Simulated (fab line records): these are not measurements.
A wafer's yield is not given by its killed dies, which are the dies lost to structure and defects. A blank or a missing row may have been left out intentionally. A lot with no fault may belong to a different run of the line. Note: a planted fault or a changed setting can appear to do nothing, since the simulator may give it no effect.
Which tool was responsible?    flow gf180mcu    42 wafers from 14 lots sampled at 5 of the route's 602 steps

== WHAT THE GAUGES READ, wafer by wafer ==
GF_MVSD_OVL_MEAS_07. Usual: MVSD_OVL 0.1 nm, standard deviation 1.3.
lot   measured     on          MVSD_OVL (nm)   flag
L384  day 4 18:23  overlay-01  2.2 0.6 1.2     
L385  day 5 00:21  overlay-01  -0.9 -1.3 0.0   
L386  day 5 06:18  overlay-01  -1.0 -0.3 -3.3  
L387  day 5 12:02  overlay-02  1.5 1.7 -0.9    
L388  day 5 15:57  overlay-01  -2.6 2.0 -1.9   
L390  day 6 01:24  overlay-01  -1.1 -1.6 -1.6  
L395  day 7 07:59  overlay-02  0.6 1.2 0.2     
L396  day 7 14:29  overlay-01  -0.3 -0.6 2.1   
L400  day 8 11:26  overlay-02  -1.7 -1.3 1.1   
L401  day 8 18:43  overlay-01  -3.4 -1.9 -1.9  
L402  day 8 23:55  overlay-02  0.8 1.0 1.0     
L404  day 9 13:11  overlay-01  2.0 2.5 1.0     
L405  day 9 17:35  overlay-02  -0.4 2.0 2.5    
L406  day 9 23:31  overlay-01  -1.9 -0.9 -2.5  

GF_VT_IMPLANT_TW_MEAS_21. Usual: VT_IMPLANT_2_TW 1214, standard deviation 10.
lot   measured      on             VT_IMPLANT_2_TW  flag
L384  day 6 13:47   film metro-02  1229 1220 1229   
L385  day 6 20:35   film metro-01  1208 1205 1205   
L386  day 7 02:35   film metro-04  1218 1210 1214   
L387  day 7 09:53   film metro-02  1234 1228 1229   
L388  day 7 14:13   film metro-04  1207 1208 1215   
L390  day 8 01:08   film metro-02  1225 1222 1221   
L395  day 9 09:55   film metro-04  1258 1264 1258   OFF
L396  day 9 16:52   film metro-01  1267 1267 1260   OFF
L400  day 10 16:13  film metro-01  1200 1210 1208   
L401  day 11 00:34  film metro-02  1217 1227 1223   
L402  day 11 06:01  film metro-02  1226 1225 1219   
L404  day 11 20:55  film metro-02  1228 1220 1223   
L405  day 12 02:07  film metro-02  1221 1224 1225   
L406  day 12 08:16  film metro-01  1197 1195 1198   

GF_SAB_THK_MEAS_01. Usual: SAB_CVD_00_THK 50.2 nm, standard deviation 0.68.
lot   measured      on             SAB_CVD_00_THK (nm)  flag
L384  day 14 15:49  film metro-01  49.4 50.4 49.5       
L385  day 15 02:00  film metro-03  49.9 50.9 51.0       
L386  day 15 07:01  film metro-01  49.7 50.5 50.5       
L387  day 15 19:40  film metro-01  50.0 49.9 49.9       
L388  day 16 02:40  film metro-01  49.4 50.0 50.5       
L390  day 16 14:33  film metro-03  50.4 49.7 50.7       
L395  day 18 13:02  film metro-01  49.9 50.5 50.5       
L396  day 18 23:18  film metro-03  49.3 50.3 50.3       
L400  day 20 08:00  film metro-03  50.1 50.9 51.4       
L401  day 20 19:08  film metro-01  49.6 50.7 49.3       
L402  day 20 22:14  film metro-02  49.3 49.6 50.2       
L404  day 21 18:17  film metro-02  49.3 49.3 50.1       
L405  day 21 19:47  film metro-01  50.0 48.9 49.9       
L406  day 22 06:54  film metro-03  50.1 49.3 49.9       

GF_SALICIDE_THK_MEAS_05: measures by xrf. Usual: SALICIDE_TIN_THK 19.71 nm, standard deviation 0.25.
lot   measured      on             SALICIDE_TIN_THK (nm)  flag
L384  day 15 13:13  film metro-02  20.01 19.85 19.66      
L385  day 16 00:14  film metro-04  19.44 19.50 19.88      
L386  day 16 05:13  film metro-04  20.17 19.71 19.67      
L387  day 16 18:02  film metro-04  19.60 19.60 19.91      
L388  day 17 02:17  film metro-04  19.94 19.60 19.99      
L390  day 17 13:49  film metro-02  19.72 19.78 19.49      
L395  day 19 14:05  film metro-04  19.80 19.91 19.93      
L396  day 20 00:48  film metro-04  19.72 19.59 19.68      
L400  day 21 09:00  film metro-02  19.75 19.74 19.63      
L401  day 21 20:01  film metro-03  19.24 19.49 19.23      
L402  day 21 22:43  film metro-04  19.43 19.40 19.74      
L404  day 22 18:14  film metro-03  19.68 19.35 19.66      
L405  day 22 19:44  film metro-02  20.26 19.70 19.69      
L406  day 23 06:56  film metro-03  19.55 19.63 19.72      

== EACH LOT AND THE TOOL THAT RAN IT (in order: tool; ch and the chambers of the sampled wafers; start) ==
lot   GF_VT_IMPLANT_IMPLANT_19
L384  implanter-03 ch 0, day 6 13:34
L385  implanter-03 ch 0, day 6 20:20
L386  implanter-04 ch 0, day 7 02:21
L387  implanter-01 ch 0, day 7 09:40
L388  implanter-04 ch 0, day 7 13:59
L390  implanter-01 ch 0, day 8 00:54
L395  implanter-04 ch 0, day 9 09:40
L396  implanter-04 ch 0, day 9 16:37
L400  implanter-03 ch 0, day 10 15:59
L401  implanter-01 ch 0, day 11 00:19
L402  implanter-01 ch 0, day 11 05:46
L404  implanter-03 ch 0, day 11 20:40
L405  implanter-03 ch 0, day 12 01:52
L406  implanter-03 ch 0, day 12 08:01
- GF_VT_IMPLANT_IMPLANT_19

== WHAT THE TOOLS THEMSELVES READ (means of the sampled wafers that have a number; where no wafer has one, the mark that the record gives instead) ==
GF_VT_IMPLANT_IMPLANT_19. Usual: 100.01 for beam energy keV, sd 0.033.
lot   tool          beam energy keV  flag
L384  implanter-03  100.02           
L385  implanter-03  99.97            
L386  implanter-04  100.00           
L387  implanter-01  100.05           
L388  implanter-04  99.97            
L390  implanter-01  100.01           
L395  implanter-04  116.78           OFF
L396  implanter-04  116.83           OFF
L400  implanter-03  100.04           
L401  implanter-01  100.00           
L402  implanter-01  100.00           
L404  implanter-03  99.98            
L405  implanter-03  100.01           
L406  implanter-03  100.02           

== THE ANSWER, worked out from the rows above alone ==
Rule: lot off if the mean of its wafers having a number is beyond 3 standard deviations from the usual mean. A lot without any number at a reading at which 4 lots or more have one is off too. The other lots that the step has rows for count as sound. First the gauges in route order, then the tools' own readings, where a lot's mean is used as printed above. The first step at which some lot is off is used, and at that step the reading that is off furthest; a lot without a number counts as furthest.
Off: at GF_VT_IMPLANT_TW_MEAS_21 (VT_IMPLANT_2_TW), L395, L396.
If a tool, at a process step before that reading, ran all the lots that are off and no sound lot after the first of them, it fits. Not tried: the gauges at GF_VT_IMPLANT_TW_MEAS_21; whatever is off there is also off at GF_VT_IMPLANT_IMPLANT_19, on other tools, and gauge error can't account for it. One candidate fits, namely implanter-04 at GF_VT_IMPLANT_IMPLANT_19. A fault onset in the window from L388 (day 7 13:59, its last sound lot) to L395 (day 9 09:40, its first lot off) fits.
The tool's own readings at GF_VT_IMPLANT_IMPLANT_19 bear it out: on the lots that are off they differ by more than 5 times the standard deviation of the sound lots' means. beam energy keV reads 116.81 there against 100.01 on the sound lots.

== WHAT THE SIMULATOR PUT IN ==
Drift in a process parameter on implanter-04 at GF_VT_IMPLANT_IMPLANT_19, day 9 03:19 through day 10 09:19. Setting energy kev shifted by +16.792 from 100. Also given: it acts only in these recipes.
Struck lots among those shown: L395, L396. The rule given above showed the same thing.
